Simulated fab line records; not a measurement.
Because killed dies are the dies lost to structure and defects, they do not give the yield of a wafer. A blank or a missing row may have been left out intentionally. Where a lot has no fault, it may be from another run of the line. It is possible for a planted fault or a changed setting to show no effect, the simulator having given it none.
fab line records	flow sky130
[record] lots = 13	wafers = 37	last_day = 50
route steps=708 shown LI_CONTACT@365 LOCAL_INTERCONNECT@387 PAD_OPEN@708
lots that met no fault: from a run of the same line without faults
start_h: the number of hours between the record's first day and the start of the first shown wafer of the lot	wait_h: hours elapsed since this lot's preceding step	" unchanged from the row above	L1.1+2: several wafers, shown together as one row	- value missing, or start not given	* or withheld: withheld	< > ~ a bound
route shown NAME@n: NAME is a module with steps in the file, n the number in the route of the first one	usual: mean/standard deviation of fault-free wafers	same: alike in all rows	chamber/n: place in a boat	sites: per-site readings	_std_site: standard deviation of those values	_edge_site: inner sites' mean taken away from outer sites' mean	radius_mm: how far each site lies from the wafer's centre	mask NAME#n: copy n	behind: the tool/chamber that last shaped the wafer	hold: the reason the lot was held/the length of the hold in hours/how it ended	device: names the non-switching transistor (n, p or np)	end of line: tests run on the same wafers once the route is complete	a step with no rows: only its recipe	killed: the dies lost at the first sort to structure and to defects; this is not the yield of the wafer	map: dies across one wafer; x = killed, . = not, _ = none there
set.NAME: the run value of the setting; set.NAME@STEP: its run value at that earlier step	model.NAME: the simulator's own value behind a step, which no gauge read
route steps across a sampled set of lots; one table per step, one row per wafer
services: when a tool's chamber went out of use (start_h, in hours from the record's first day, below 0 if earlier), for how many hours, and the reason
[[steps]]
[step SKY_LI_CONTACT_BOW_MEAS_03]
[recipe] mode = bow
[usual] LI_CONTACT_BOW = 56/7
lot.wafer	tool	chamber	start_h	wait_h	LI_CONTACT_BOW[um]
L877.1	film_metro-02	-	647.09	0.1	44
L877.2	"	-	"	"	69
L877.5	"	-	"	"	55
L878.2	film_metro-04	-	656.17	0.3	61
L878.3	"	-	"	"	53
L878.5	"	-	"	"	67
L879.3	film_metro-01	-	659.33	0.2	54
L879.5	"	-	"	"	63
L879.6	"	-	"	"	48
L881.1	film_metro-04	-	686.99	0.1	65
L881.2	"	-	"	"	63
L881.5	"	-	"	"	46
L882.2	film_metro-01	-	688.02	0.2	63
L882.5	"	-	"	"	57
L882.6	"	-	"	"	56
L883.1	film_metro-01	-	694.95	0.2	60
L883.2	"	-	"	"	62
L883.3	"	-	"	"	42
L884.1	film_metro-04	-	705.92	0.1	59
L884.5	"	-	"	"	63
L884.6	"	-	"	"	59
L891.2	film_metro-02	-	764.73	0.2	52
L891.4	"	-	"	"	60
L891.6	"	-	"	"	62
L892.1	film_metro-02	-	772.40	0.1	53
L892.2	"	-	"	"	58
L893.1	film_metro-01	-	787.61	0.1	57
L893.3	"	-	"	"	54
L893.4	"	-	"	"	55
L894.2	film_metro-01	-	789.56	0.1	51
L894.4	"	-	"	"	57
L897.2	film_metro-02	-	808.60	0.2	54
L897.4	"	-	"	"	56
L897.6	"	-	"	"	44
L898.1	film_metro-04	-	832.74	0.2	64
L898.3	"	-	"	"	43
L898.6	"	-	"	"	53
[step SKY_LI_CONTACT_COAT_06]
[recipe] resist = BARC	temp_c = withheld	time_s = withheld	spin_rpm = 3000	resist_thk_nm = 60
[usual] exhaust_pa = 45.0/0.97
lot.wafer	tool	chamber	start_h	wait_h	exhaust_pa
L877.1	litho_track-01	0	660.56	0.1	43.8
L877.2	"	0	"	"	44.8
L877.5	"	0	"	"	45.4
L878.2	litho_track-04	0	670.06	0.1	46.3
L878.3	"	0	"	"	46.7
L878.5	"	0	"	"	46.7
L879.3	litho_track-04	0	673.73	0.1	43.5
L879.5	"	0	"	"	45.5
L879.6	"	0	"	"	44.4
L881.1	litho_track-03	0	700.77	0.1	46.2
L881.2	"	0	"	"	46.8
L881.5	"	0	"	"	45.8
L882.2	litho_track-03	0	702.49	0.1	44.5
L882.5	"	0	"	"	44.2
L882.6	"	0	"	"	44.6
L883.1	litho_track-04	0	708.63	0.1	44.9
L883.2	"	0	"	"	45.7
L883.3	"	0	"	"	45.9
L884.1	litho_track-03	0	718.67	0.1	44.7
L884.5	"	0	"	"	45.2
L884.6	"	0	"	"	44.4
L891.2	litho_track-03	0	778.04	0.1	44.7
L891.4	"	0	"	"	44.9
L891.6	"	0	"	"	45.0
L892.1	litho_track-04	0	785.03	0.1	45.6
L892.2	"	0	"	"	43.2
L893.1	litho_track-04	0	799.88	0.1	46.1
L893.3	"	0	"	"	44.6
L893.4	"	0	"	"	45.3
L894.2	litho_track-04	0	801.86	0.1	46.1
L894.4	"	0	"	"	44.0
L897.2	litho_track-01	0	821.08	0.1	44.7
L897.4	"	0	"	"	45.0
L897.6	"	0	"	"	44.4
L898.1	litho_track-03	0	845.82	0.1	45.4
L898.3	"	0	"	"	45.8
L898.6	"	0	"	"	47.5
[step SKY_LI_CONTACT_ETCH_14]
[recipe] chemistry = N2/H2	target = BARC	ion_energy_ev = 200	source_w = 500	bias_w = 100	pressure_mtorr = 30	n2_flow_sccm = 100	h2_flow_sccm = 200	stop_on = SiO2	time_s = 45.9	target_depth_a = 600
[usual] drypump_motor_current_A = 5.8/0.39	oes_product_au = 0.854/0.0047	throttle_valve_pct = 13.224/0.0098
[same] time_s = 45.9
lot.wafer	tool	chamber	start_h	wait_h	drypump_motor_current_A	oes_product_au	rf_hours_counter_h	throttle_valve_pct
L877.1	rie_diel-04	2	676.21	0.0	6.3	0.856	14	13.217
L877.2	"	1	"	"	6.3	0.860	47	13.227
L877.5	"	1	"	"	6.3	0.856	-	13.217
L878.2	rie_diel-03	0	684.62	0.0	5.0	0.855	22	13.215
L878.3	"	2	"	"	5.8	0.856	9	13.211
L878.5	"	2	"	"	5.8	0.849	-	13.235
L879.3	rie_diel-03	1	687.72	0.0	5.6	0.851	8	13.244
L879.5	"	3	"	"	6.1	0.850	-	13.225
L879.6	"	0	"	"	5.0	0.856	-	13.214
L881.1	rie_diel-03	3	715.31	0.0	6.0	0.856	5	13.226
L881.2	"	1	"	"	5.6	0.851	8	13.224
L881.5	"	2	"	"	5.8	0.855	-	13.227
L882.2	rie_diel-03	1	716.59	0.0	5.6	0.863	8	13.223
L882.5	"	1	"	"	5.6	0.849	-	13.220
L882.6	"	0	"	"	4.9	0.855	-	13.230
L883.1	rie_diel-03	3	722.84	0.0	6.0	0.862	5	13.237
L883.2	"	1	"	"	5.6	0.857	9	13.211
L883.3	"	2	"	"	5.8	0.868	10	13.205
L884.1	rie_diel-04	0	733.26	0.0	5.9	0.854	42	13.225
L884.5	"	2	"	"	6.3	0.839	-	13.214
L884.6	"	0	"	"	5.8	0.850	-	13.227
L891.2	rie_diel-02	3	791.92	0.0	5.9	0.852	7	13.221
L891.4	"	0	"	"	6.1	0.851	11	13.224
L891.6	"	3	"	"	5.9	0.860	-	13.217
L892.1	rie_diel-04	0	798.76	0.0	5.8	0.894	1	13.234
L892.2	"	2	"	"	6.3	0.892	16	13.211
L893.1	rie_diel-02	0	813.31	0.0	6.0	0.897	11	13.221
L893.3	"	1	"	"	5.7	0.850	7	13.220
L893.4	"	2	"	"	5.2	0.859	6	13.231
L894.2	rie_diel-03	2	815.64	0.0	5.8	0.903	13	13.238
L894.4	"	3	"	"	6.0	0.862	8	13.208
L897.2	rie_diel-04	0	834.49	0.0	5.8	0.854	1	13.218
L897.4	"	1	"	"	6.3	0.850	2	13.231
L897.6	"	3	"	"	5.6	0.849	-	13.225
L898.1	rie_diel-04	1	859.04	0.0	6.3	0.852	3	13.232
L898.3	"	3	"	"	5.7	0.852	7	13.221
L898.6	"	1	"	"	6.3	0.860	-	13.217
[step SKY_LI_CONTACT_SPUTTER_20]
[recipe] material = TiN	target_thk_nm = 20	chamber_pressure_pa = 5	power_w = 4000	time_s = 80
[usual] throttle_valve_pct = 29.7/1.1
[same] time_s = 80
lot.wafer	tool	chamber	start_h	wait_h	throttle_valve_pct
L877.1	pvd_sputter-01	-	676.71	0.0	28.5
L877.2	"	-	"	"	29.7
L877.5	"	-	"	"	28.9
L878.2	pvd_sputter-01	-	685.14	0.0	28.4
L878.3	"	-	"	"	29.6
L878.5	"	-	"	"	29.8
L879.3	pvd_sputter-02	-	688.22	0.0	31.2
L879.5	"	-	"	"	29.9
L879.6	"	-	"	"	31.1
L881.1	pvd_sputter-03	-	715.81	0.0	30.2
L881.2	"	-	"	"	31.4
L881.5	"	-	"	"	31.3
L882.2	pvd_sputter-02	-	717.09	0.0	31.3
L882.5	"	-	"	"	29.8
L882.6	"	-	"	"	27.9
L883.1	pvd_sputter-02	-	723.34	0.0	27.9
L883.2	"	-	"	"	30.1
L883.3	"	-	"	"	29.3
L884.1	pvd_sputter-01	-	733.76	0.0	29.4
L884.5	"	-	"	"	29.5
L884.6	"	-	"	"	30.0
L891.2	pvd_sputter-02	-	792.42	0.0	30.0
L891.4	"	-	"	"	27.7
L891.6	"	-	"	"	29.7
L892.1	pvd_sputter-03	-	799.28	0.0	31.2
L892.2	"	-	"	"	30.0
L893.1	pvd_sputter-01	-	813.81	0.0	29.7
L893.3	"	-	"	"	28.5
L893.4	"	-	"	"	29.7
L894.2	pvd_sputter-02	-	816.15	0.0	31.3
L894.4	"	-	"	"	29.2
L897.2	pvd_sputter-02	-	834.99	0.0	29.2
L897.4	"	-	"	"	30.0
L897.6	"	-	"	"	29.4
L898.1	pvd_sputter-02	-	859.56	0.0	28.0
L898.3	"	-	"	"	30.2
L898.6	"	-	"	"	29.4
[step SKY_LOCAL_INTERCONNECT_SPUTTER_00]
[recipe] material = TiN	target_thk_nm = 100	temp_c = 300	power_w = 6500	time_s = 83.3	chamber_pressure_pa = 0.4
[usual] throttle_valve_pct = 29.2/0.92
[same] time_s = 83.3
lot.wafer	tool	chamber	start_h	wait_h	throttle_valve_pct
L877.1	pvd_sputter-04	-	677.38	0.1	27.5
L877.2	"	-	"	"	29.3
L877.5	"	-	"	"	29.3
L878.2	pvd_sputter-02	-	685.80	0.2	27.8
L878.3	"	-	"	"	31.4
L878.5	"	-	"	"	31.2
L879.3	pvd_sputter-01	-	688.89	0.1	29.5
L879.5	"	-	"	"	28.4
L879.6	"	-	"	"	29.2
L881.1	pvd_sputter-04	-	716.48	0.2	30.1
L881.2	"	-	"	"	29.3
L881.5	"	-	"	"	30.0
L882.2	pvd_sputter-01	-	717.83	0.1	29.2
L882.5	"	-	"	"	29.8
L882.6	"	-	"	"	29.2
L883.1	pvd_sputter-04	-	724.20	0.2	27.8
L883.2	"	-	"	"	29.3
L883.3	"	-	"	"	30.2
L884.1	pvd_sputter-04	-	734.43	0.2	30.1
L884.5	"	-	"	"	30.1
L884.6	"	-	"	"	29.3
L891.2	pvd_sputter-02	-	793.35	0.2	27.9
L891.4	"	-	"	"	30.0
L891.6	"	-	"	"	31.2
L892.1	pvd_sputter-04	-	800.51	0.1	27.5
L892.2	"	-	"	"	29.1
L893.1	pvd_sputter-04	-	814.48	0.2	27.5
L893.3	"	-	"	"	30.2
L893.4	"	-	"	"	29.4
L894.2	pvd_sputter-04	-	816.82	0.1	27.6
L894.4	"	-	"	"	29.4
L897.2	pvd_sputter-01	-	835.66	0.1	29.6
L897.4	"	-	"	"	29.7
L897.6	"	-	"	"	29.2
L898.1	pvd_sputter-04	-	860.24	0.2	29.5
L898.3	"	-	"	"	27.7
L898.6	"	-	"	"	29.9
[step SKY_PAD_OPEN_PROBE_99]
[usual] killed_at_M0_to_M3 = 44/6.5	killed_at_M4_up = 3.3/1.7	killed_at_contacts = 25/5.3	killed_at_front_end = 15/5	killed_at_other = 0.2/0.47	killed_dies = 87/9.9	killed_open = 47/8	killed_short = 39/6.1
[same] gross_dies = 492	killed_at_back_side = 0
lot.wafer	tool	chamber	start_h	wait_h	killed_at_M0_to_M3	killed_at_M4_up	killed_at_contacts	killed_at_front_end	killed_at_other	killed_dies	killed_open	killed_short
L877.1	prober-01	-	1075.39	0.1	51	1	26	23	0	101	62	39
L877.2	prober-01	-	1075.44	0.1	62	4	23	12	0	101	63	38
L877.5	prober-01	-	1075.59	0.2	43	0	26	23	0	92	57	35
L878.2	prober-02	-	1081.83	0.1	39	3	22	16	0	80	42	38
L878.3	prober-02	-	1081.88	0.2	44	4	24	15	0	87	47	40
L878.5	prober-02	-	1081.98	0.2	45	5	22	21	0	93	51	42
L879.3	prober-01	-	1085.83	0.2	44	1	34	12	0	91	53	38
L879.5	prober-01	-	1085.93	0.2	51	3	39	12	0	105	61	44
L879.6	prober-01	-	1085.98	0.2	43	1	16	7	0	67	28	39
L881.1	prober-01	-	1104.95	0.1	31	3	29	12	1	76	37	39
L881.2	prober-01	-	1105.00	0.1	37	0	29	13	0	79	53	26
L881.5	prober-01	-	1105.15	0.2	54	1	24	13	0	92	57	35
L882.2	prober-02	-	1105.83	0.1	42	6	22	10	0	80	46	34
L882.5	prober-02	-	1105.98	0.2	47	3	19	21	0	90	48	42
L882.6	prober-02	-	1106.03	0.2	45	7	20	23	0	95	51	44
L883.1	prober-01	-	1113.48	0.1	39	1	24	12	0	76	43	33
L883.2	prober-01	-	1113.53	0.1	42	4	18	15	0	79	41	38
L883.3	prober-01	-	1113.58	0.2	46	3	24	14	0	87	49	38
L884.1	prober-02	-	1116.41	0.1	45	3	26	19	0	93	51	42
L884.5	prober-02	-	1116.61	0.2	47	4	25	10	1	87	47	40
L884.6	prober-02	-	1116.66	0.2	58	0	31	15	0	104	59	45
L891.2	prober-01	-	1161.73	0.1	45	4	23	17	0	89	41	48
L891.4	prober-01	-	1161.83	0.2	45	7	35	7	0	94	54	40
L891.6	prober-01	-	1161.93	0.2	40	3	21	16	0	80	39	41
L892.1	prober-02	-	1164.94	0.1	41	3	21	15	0	80	35	45
L892.2	prober-02	-	1164.99	0.1	49	4	21	25	0	99	55	44
L894.2	prober-01	-	1173.17	0.1	36	7	19	9	0	71	37	34
L894.4	prober-01	-	1173.27	0.2	52	1	24	18	1	96	60	36
L893.1	prober-02	-	1173.65	0.1	48	4	26	16	0	94	48	46
L893.3	prober-02	-	1173.75	0.2	42	6	26	19	1	94	61	33
L893.4	prober-02	-	1173.80	0.2	36	6	24	13	0	79	38	41
L897.2	prober-01	-	1188.87	0.1	35	2	24	11	0	72	43	29
L897.4	prober-01	-	1188.97	0.2	54	3	25	10	0	92	43	49
L897.6	prober-01	-	1189.07	0.2	43	4	25	11	0	83	50	33
L898.1	prober-01	-	1202.13	0.1	44	2	19	22	0	87	54	33
L898.3	prober-01	-	1202.23	0.2	43	2	30	15	0	90	45	45
L898.6	prober-01	-	1202.38	0.2	47	5	19	18	0	89	50	39
// killed by level:class
L877.1 CONTACT:geometric_particle:open=13 VIA1:geometric_particle:open=13 FIELD_ISO:geometric_particle:short=8 FIELD_ISO:geometric_particle:open=8 LI_CONTACT:geometric_particle:open=8 VIA2:geometric_particle:open=7 VIA1:geometric_particle:short=6 POLY_GATE:geometric_particle:short=5
L877.2 VIA2:geometric_particle:open=12 CONTACT:geometric_particle:open=11 VIA1:geometric_particle:open=10 VIA3:geometric_particle:open=9 VIA1:geometric_particle:short=8 METAL1:geometric_particle:short=8 LI_CONTACT:geometric_particle:open=5 VIA3:geometric_particle:short=5
L877.5 VIA1:geometric_particle:open=12 CONTACT:geometric_particle:open=8 FIELD_ISO:geometric_particle:open=8 LI_CONTACT:geometric_particle:open=8 POLY_GATE:geometric_particle:open=6 VIA2:geometric_particle:open=6 METAL1:geometric_particle:short=5 VIA1:geometric_particle:short=5
L878.2 VIA1:geometric_particle:open=11 VIA1:geometric_particle:short=8 LI_CONTACT:geometric_particle:open=7 CONTACT:geometric_particle:short=6 CONTACT:geometric_particle:open=6 FIELD_ISO:geometric_particle:open=5 METAL2:geometric_particle:short=5 METAL1:geometric_particle:short=4
L878.3 METAL2:geometric_particle:short=10 LI_CONTACT:geometric_particle:open=8 CONTACT:geometric_particle:open=8 VIA2:geometric_particle:open=7 VIA3:geometric_particle:open=7 LOCAL_INTERCONNECT:geometric_particle:short=6 FIELD_ISO:geometric_particle:open=5 FIELD_ISO:geometric_particle:short=5
L878.5 VIA1:geometric_particle:open=11 FIELD_ISO:geometric_particle:short=8 FIELD_ISO:geometric_particle:open=7 LOCAL_INTERCONNECT:geometric_particle:short=6 LI_CONTACT:geometric_particle:open=6 CONTACT:geometric_particle:open=6 VIA2:geometric_particle:short=5 METAL1:geometric_particle:short=5
L879.3 CONTACT:geometric_particle:open=14 LI_CONTACT:geometric_particle:open=11 VIA2:geometric_particle:open=10 METAL1:geometric_particle:short=7 VIA1:geometric_particle:open=6 CONTACT:geometric_particle:short=6 VIA3:geometric_particle:open=6 VIA1:geometric_particle:short=4
L879.5 VIA1:geometric_particle:open=16 CONTACT:geometric_particle:open=13 VIA3:geometric_particle:open=10 LI_CONTACT:geometric_particle:open=9 CONTACT:geometric_particle:short=9 METAL1:geometric_particle:short=7 LOCAL_INTERCONNECT:geometric_particle:short=5 POLY_GATE:geometric_particle:short=4
L879.6 VIA1:geometric_particle:open=12 METAL1:geometric_particle:short=8 CONTACT:geometric_particle:short=7 CONTACT:geometric_particle:open=4 VIA1:geometric_particle:short=4 VIA3:geometric_particle:open=4 FIELD_ISO:geometric_particle:short=3 LI_CONTACT:geometric_particle:open=3
L881.1 CONTACT:geometric_particle:open=12 VIA2:geometric_particle:open=6 CONTACT:geometric_particle:short=6 METAL2:geometric_particle:short=6 LI_CONTACT:geometric_particle:open=5 LI_CONTACT:geometric_particle:short=5 VIA3:geometric_particle:short=4 METAL3:geometric_particle:short=3
L881.2 CONTACT:geometric_particle:open=10 VIA1:geometric_particle:open=9 VIA3:geometric_particle:open=9 LI_CONTACT:geometric_particle:open=5 POLY_GATE:geometric_particle:open=4 LI_CONTACT:geometric_particle:short=4 LOCAL_INTERCONNECT:geometric_particle:short=4 FIELD_ISO:geometric_particle:open=3
L881.5 VIA1:geometric_particle:open=17 CONTACT:geometric_particle:open=12 LI_CONTACT:geometric_particle:open=7 VIA1:geometric_particle:short=7 VIA3:geometric_particle:open=6 FIELD_ISO:geometric_particle:short=5 METAL1:geometric_particle:short=5 VIA2:geometric_particle:open=5
L882.2 VIA1:geometric_particle:open=12 VIA2:geometric_particle:open=9 CONTACT:geometric_particle:open=6 LI_CONTACT:geometric_particle:open=5 CONTACT:geometric_particle:short=5 VIA1:geometric_particle:short=5 LI_CONTACT:geometric_particle:short=4 METAL2:geometric_particle:short=4
L882.5 VIA1:geometric_particle:open=10 VIA2:geometric_particle:open=9 VIA3:geometric_particle:open=9 FIELD_ISO:geometric_particle:short=5 POLY_GATE:geometric_particle:short=5 CONTACT:geometric_particle:short=5 VIA2:geometric_particle:short=5 FIELD_ISO:geometric_particle:open=4
L882.6 VIA1:geometric_particle:open=10 VIA2:geometric_particle:open=10 LI_CONTACT:geometric_particle:open=7 POLY_GATE:geometric_particle:short=6 FIELD_ISO:geometric_particle:open=4 FIELD_ISO:geometric_particle:short=4 CONTACT:geometric_particle:open=4 METAL1:geometric_particle:short=4
L883.1 VIA1:geometric_particle:open=10 LI_CONTACT:geometric_particle:open=8 CONTACT:geometric_particle:open=8 VIA2:geometric_particle:short=5 VIA2:geometric_particle:open=5 VIA3:geometric_particle:open=5 POLY_GATE:geometric_particle:short=4 METAL1:geometric_particle:short=4
L883.2 VIA1:geometric_particle:open=10 VIA2:geometric_particle:open=9 CONTACT:geometric_particle:open=7 METAL1:geometric_particle:short=6 METAL2:geometric_particle:short=6 FIELD_ISO:geometric_particle:short=4 SONOS_ONO:geometric_particle:open=4 LOCAL_INTERCONNECT:geometric_particle:short=4
L883.3 VIA1:geometric_particle:open=10 LI_CONTACT:geometric_particle:open=9 VIA2:geometric_particle:open=8 METAL2:geometric_particle:short=7 VIA1:geometric_particle:short=7 CONTACT:geometric_particle:open=6 FIELD_ISO:geometric_particle:open=4 VIA3:geometric_particle:open=4
L884.1 VIA1:geometric_particle:open=14 CONTACT:geometric_particle:open=12 LI_CONTACT:geometric_particle:open=7 METAL1:geometric_particle:short=7 POLY_GATE:geometric_particle:short=6 METAL2:geometric_particle:short=5 VIA1:geometric_particle:short=4 VIA2:geometric_particle:open=4
L884.5 VIA1:geometric_particle:open=11 VIA2:geometric_particle:open=8 CONTACT:geometric_particle:open=7 LI_CONTACT:geometric_particle:open=6 CONTACT:geometric_particle:short=6 METAL2:geometric_particle:short=5 VIA2:geometric_particle:short=5 LOCAL_INTERCONNECT:geometric_particle:short=4
L884.6 CONTACT:geometric_particle:open=17 VIA1:geometric_particle:open=14 VIA2:geometric_particle:open=8 VIA3:geometric_particle:open=7 VIA1:geometric_particle:short=7 FIELD_ISO:geometric_particle:open=6 METAL1:geometric_particle:short=6 VIA2:geometric_particle:short=6
L891.2 VIA1:geometric_particle:open=14 CONTACT:geometric_particle:short=8 FIELD_ISO:geometric_particle:short=6 LOCAL_INTERCONNECT:geometric_particle:short=6 CONTACT:geometric_particle:open=6 FIELD_ISO:geometric_particle:open=5 VIA1:geometric_particle:short=5 VIA2:geometric_particle:open=5
L891.4 CONTACT:geometric_particle:open=14 LI_CONTACT:geometric_particle:open=11 VIA2:geometric_particle:open=9 VIA3:geometric_particle:open=9 VIA1:geometric_particle:short=7 CONTACT:geometric_particle:short=6 POLY_GATE:geometric_particle:open=4 VIA1:geometric_particle:open=4
L891.6 CONTACT:geometric_particle:open=10 VIA1:geometric_particle:open=7 VIA3:geometric_particle:open=6 VIA1:geometric_particle:short=6 LOCAL_INTERCONNECT:geometric_particle:short=5 VIA3:geometric_particle:short=5 FIELD_ISO:geometric_particle:open=4 POLY_GATE:geometric_particle:open=4
L892.1 LI_CONTACT:geometric_particle:open=8 CONTACT:geometric_particle:open=7 METAL1:geometric_particle:short=7 VIA1:geometric_particle:open=6 METAL2:geometric_particle:short=6 VIA2:geometric_particle:short=6 FIELD_ISO:geometric_particle:short=5 POLY_GATE:geometric_particle:short=4
L892.2 VIA1:geometric_particle:open=11 VIA3:geometric_particle:open=10 METAL2:geometric_particle:short=9 CONTACT:geometric_particle:open=8 VIA2:geometric_particle:open=8 FIELD_ISO:geometric_particle:open=6 FIELD_ISO:geometric_particle:short=6 POLY_GATE:geometric_particle:open=4
L894.2 VIA1:geometric_particle:open=8 CONTACT:geometric_particle:open=7 METAL1:geometric_particle:short=7 VIA2:geometric_particle:open=6 METAL4:geometric_particle:short=6 LI_CONTACT:geometric_particle:open=4 METAL2:geometric_particle:short=4 POLY_GATE:geometric_particle:open=3
L894.4 CONTACT:geometric_particle:open=12 VIA1:geometric_particle:open=10 POLY_GATE:geometric_particle:open=8 METAL2:geometric_particle:short=8 VIA2:geometric_particle:open=7 FIELD_ISO:geometric_particle:open=6 VIA1:geometric_particle:short=6 VIA3:geometric_particle:open=6
L893.1 CONTACT:geometric_particle:open=11 LI_CONTACT:geometric_particle:open=7 METAL1:geometric_particle:short=7 METAL3:geometric_particle:short=7 VIA3:geometric_particle:open=7 VIA2:geometric_particle:open=5 VIA1:geometric_particle:open=5 METAL2:geometric_particle:short=5
L893.3 CONTACT:geometric_particle:open=12 FIELD_ISO:geometric_particle:open=10 VIA1:geometric_particle:open=9 VIA2:geometric_particle:open=9 LI_CONTACT:geometric_particle:open=5 METAL1:geometric_particle:open=5 VIA3:geometric_particle:open=5 METAL4:geometric_particle:short=5
L893.4 CONTACT:geometric_particle:open=11 VIA1:geometric_particle:open=10 VIA1:geometric_particle:short=8 CONTACT:geometric_particle:short=5 METAL4:geometric_particle:short=5 VIA2:geometric_particle:open=4 METAL2:geometric_particle:short=4 LI_CONTACT:geometric_particle:short=4
L897.2 VIA1:geometric_particle:open=11 LI_CONTACT:geometric_particle:open=10 FIELD_ISO:geometric_particle:open=6 METAL1:geometric_particle:short=5 VIA1:geometric_particle:short=5 POLY_GATE:geometric_particle:short=4 CONTACT:geometric_particle:open=4 VIA3:geometric_particle:open=4
L897.4 VIA1:geometric_particle:open=15 CONTACT:geometric_particle:open=9 METAL1:geometric_particle:short=9 VIA1:geometric_particle:short=8 VIA2:geometric_particle:open=6 LI_CONTACT:geometric_particle:open=5 LOCAL_INTERCONNECT:geometric_particle:short=5 METAL2:geometric_particle:short=5
L897.6 CONTACT:geometric_particle:open=12 VIA1:geometric_particle:open=11 VIA3:geometric_particle:open=9 CONTACT:geometric_particle:short=7 VIA1:geometric_particle:short=5 VIA2:geometric_particle:open=4 METAL1:geometric_particle:short=4 FIELD_ISO:geometric_particle:open=3
L898.1 VIA1:geometric_particle:open=13 CONTACT:geometric_particle:open=9 FIELD_ISO:geometric_particle:open=6 FIELD_ISO:geometric_particle:short=5 VIA3:geometric_particle:open=5 VIA2:geometric_particle:open=5 VIA3:geometric_particle:short=5 POLY_GATE:geometric_particle:open=4
L898.3 CONTACT:geometric_particle:open=10 VIA1:geometric_particle:open=10 VIA1:geometric_particle:short=7 LI_CONTACT:geometric_particle:open=7 METAL1:geometric_particle:short=5 VIA2:geometric_particle:open=5 FIELD_ISO:geometric_particle:short=4 LI_CONTACT:geometric_particle:short=4
L898.6 VIA1:geometric_particle:open=14 FIELD_ISO:geometric_particle:short=8 CONTACT:geometric_particle:open=8 METAL1:geometric_particle:short=7 VIA1:geometric_particle:short=6 VIA2:geometric_particle:open=6 VIA3:geometric_particle:open=6 LOCAL_INTERCONNECT:geometric_particle:short=5
[[services]]
tool	chamber	start_h	hours	kind
rie_diel-04	-	644.25	0.5	repair
rie_diel-03	1	657.21	12.5	repair
pvd_sputter-04	-	663.79	4.8	repair
rie_diel-03	-	682.11	2.4	repair
rie_diel-04	1	684.20	1.4	repair
rie_diel-02	0	689.56	2.9	repair
rie_diel-03	1	700.60	5.3	repair
pvd_sputter-01	-	708.23	2.4	repair
pvd_sputter-04	-	716.66	0.8	repair
rie_diel-04	1	725.03	-	clean
rie_diel-04	1	725.03	17.5	scheduled_down
rie_diel-04	1	725.03	17.5	vent_cycle
rie_diel-04	0	754.43	-	clean
rie_diel-04	0	754.43	13.6	scheduled_down
rie_diel-04	0	754.43	13.6	vent_cycle
rie_diel-02	-	774.37	2.3	repair
rie_diel-03	2	775.65	7.6	repair
rie_diel-04	-	776.36	2.4	repair
pvd_sputter-03	-	802.66	5.0	repair
pvd_sputter-02	-	826.13	1.9	repair
rie_diel-02	-	849.63	0.9	repair
rie_diel-03	0	858.66	-	clean
rie_diel-03	0	858.66	20.4	scheduled_down
rie_diel-03	0	858.66	20.4	vent_cycle
[[key]]
[first_sign] step = SKY_LI_CONTACT_ETCH_14	reading = oes_product_au	direction = up	sigmas = 8.9	usual = 0.854	struck = 0.897
effect none on later readings
met_at SKY_LI_CONTACT_COAT_06
struck_lots L892,L893,L894
struck_wafers L892.1,L892.2,L893.1,L894.2
tester_left_out L892,L893,L894
not_acting_at SKY_LI_CONTACT_BOW_MEAS_03,SKY_LI_CONTACT_SPUTTER_20,SKY_LOCAL_INTERCONNECT_SPUTTER_00
onset_between 708.63 785.03
[fault] kind = process_parameter_drift	tool = litho_track-04	chamber = -	onset_h = 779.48	steps = SKY_LI_CONTACT_COAT_06	channel = resist_thk_nm	offset = 5.25	shape = step	end_h = 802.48	scope = struck_wafers_only	acts_in = these_recipes_only	stated = 60
// tester_left_out: of these lots the tester's yield and bins aren't shown, on N5 and GAA mostly nor the transistor test; their killed dies are dies lost to structure and defects alone, not to doping, threshold or leakage, so they don't give the yield
